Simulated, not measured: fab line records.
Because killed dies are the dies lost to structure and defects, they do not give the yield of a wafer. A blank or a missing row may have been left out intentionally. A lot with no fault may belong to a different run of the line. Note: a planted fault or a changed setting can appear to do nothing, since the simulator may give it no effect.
2 desks looking at one fault | flow gf180mcu | each desk holds nothing but its own numbers, with what lay behind them at the end

== THE TOOL OWNER'S DESK: plasma-asher-04 ==
The tool's own readings at GF_DUAL_GATE_STRIP_13 (strips in O2/N2): means of the sampled wafers that have a number, for each lot that ran on this tool. A lot is out of limits, marked OUT, if its mean lies more than 4 standard deviations from the usual mean; the brackets give that distance.
Columns: A = drypump-motor-current-A at GF_DUAL_GATE_STRIP_13, usual 5.6 A; B = heater-power-w at GF_DUAL_GATE_STRIP_13, usual 326 W; C = oes-product-au at GF_DUAL_GATE_STRIP_13, usual 0.716 a.u.; D = strip-time-to-endpoint-s at GF_DUAL_GATE_STRIP_13, usual 12.62 s
lot  | first seen here | A   | B   | C     | D
L275 | day 10 03:28    | 5.5 | 328 | 0.715 | 12.61
L276 | day 10 06:22    | 5.7 | 330 | 0.716 | 12.57
L277 | day 10 15:45    | 5.7 | 333 | 0.718 | 12.63
L281 | day 11 18:32    | 5.4 | 329 | 0.714 | 12.62
L283 | day 12 09:29    | 5.5 | 331 | 0.714 | 12.58
L285 | day 12 23:21    | 5.2 | 329 | 0.716 | 12.61
L286 | day 13 06:29    | 5.7 | 330 | 0.717 | 12.61
L287 | day 13 11:53    | 5.7 | 333 | 0.714 | 12.63
Finding of this desk: none of the 8 lots has anything out of limits.

== AT THE METROLOGY DESK ==
Means of the sampled wafers that have a number, per lot and without regard to the tool the lot ran on: this is what the gauges read. A lot is out of limits, marked OUT, if its mean lies more than 4 standard deviations from the usual mean; the brackets give that distance.
Columns: A = MIM_ALCU_THK at GF_MIM_THK_MEAS_11, usual 200.6 nm
lot  | first seen here | A
L269 | day 24 08:53    | 199.4
L271 | day 24 20:58    | 203.5
L273 | day 25 23:38    | 199.2
L275 | day 26 15:08    | 196.0
L276 | day 26 20:23    | 199.5
L277 | day 27 06:56    | 199.0
L279 | day 27 21:35    | 199.3
L280 | day 27 23:31    | 201.4
L281 | day 28 11:32    | 200.2
L283 | day 29 00:02    | 201.8
L285 | day 29 15:41    | 201.2
L286 | day 29 21:20    | 202.9
L287 | day 30 03:02    | 201.4
Finding of this desk: none of the 13 lots has anything out of limits.

== BROUGHT TOGETHER ==
The tool owner's desk saw nothing out of limits.
From the metrology desk's view, nothing was out of limits.

== WHAT WAS PUT IN BY THE SIMULATOR ==
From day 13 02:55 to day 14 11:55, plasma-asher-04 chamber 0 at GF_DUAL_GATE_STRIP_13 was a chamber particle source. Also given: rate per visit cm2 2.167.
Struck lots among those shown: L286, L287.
